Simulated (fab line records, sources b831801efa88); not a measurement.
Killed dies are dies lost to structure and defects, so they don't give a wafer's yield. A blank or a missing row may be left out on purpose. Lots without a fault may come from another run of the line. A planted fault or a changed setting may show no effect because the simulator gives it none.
Which tool did it? | flow sky130 | 12 lots, 36 wafers sampled, at 1 step of a route of 708

WHAT THE GAUGES READ, wafer by wafer
SKY_VIA3_OVL_MEAS_13. Usual: VIA3_OVL 4 nm, standard deviation 6.
lot  | measured     | on         | VIA3_OVL (nm) | flag
L921 | day 40 05:01 | overlay-01 | -9 -1 -5      |
L923 | day 41 05:38 | overlay-01 | 0 6 4         |
L925 | day 41 07:13 | overlay-02 | 9 4 15        |
L926 | day 42 07:19 | overlay-02 | 8 10 8        |
L927 | day 42 15:56 | overlay-01 | 7 7 9         |
L929 | day 42 23:49 | overlay-02 | -2 -4 -3      |
L932 | day 43 13:40 | overlay-02 | 12 6 3        |
L936 | day 45 01:32 | overlay-01 | -2 -4 -4      |
L935 | day 45 04:00 | overlay-01 | 11 15 18      |
L938 | day 45 07:19 | overlay-01 | 4 2 1         |
L939 | day 45 08:47 | overlay-02 | 9 15 10       |
L940 | day 45 22:58 | overlay-02 | -2 -1 -7      |

WHICH TOOL RAN EACH LOT (tool, then ch and the chambers of the sampled wafers, then the start)
The record holds no process step before these readings.

WHAT THE TOOLS THEMSELVES READ (means of the sampled wafers that have a number; where no wafer has one, the mark that the record gives instead)
The record holds no such reading with a usual standard deviation.

THE ANSWER, worked out from the rows above alone
Rule: a lot is off if the mean of its wafers that have a number lies more than 3 standard deviations from the usual mean. A lot without any number at a reading at which 4 lots or more have one is off too. The other lots that the step has rows for count as sound. The gauges are gone through in route order, then the tools' own readings, and for those a lot's mean is taken as printed above. The first step at which some lot is off is used, and at that step the reading that is off furthest; a lot without a number counts as furthest.
No lot is off at any reading shown: from this, nothing can be told.

WHAT THE SIMULATOR HAD PUT IN
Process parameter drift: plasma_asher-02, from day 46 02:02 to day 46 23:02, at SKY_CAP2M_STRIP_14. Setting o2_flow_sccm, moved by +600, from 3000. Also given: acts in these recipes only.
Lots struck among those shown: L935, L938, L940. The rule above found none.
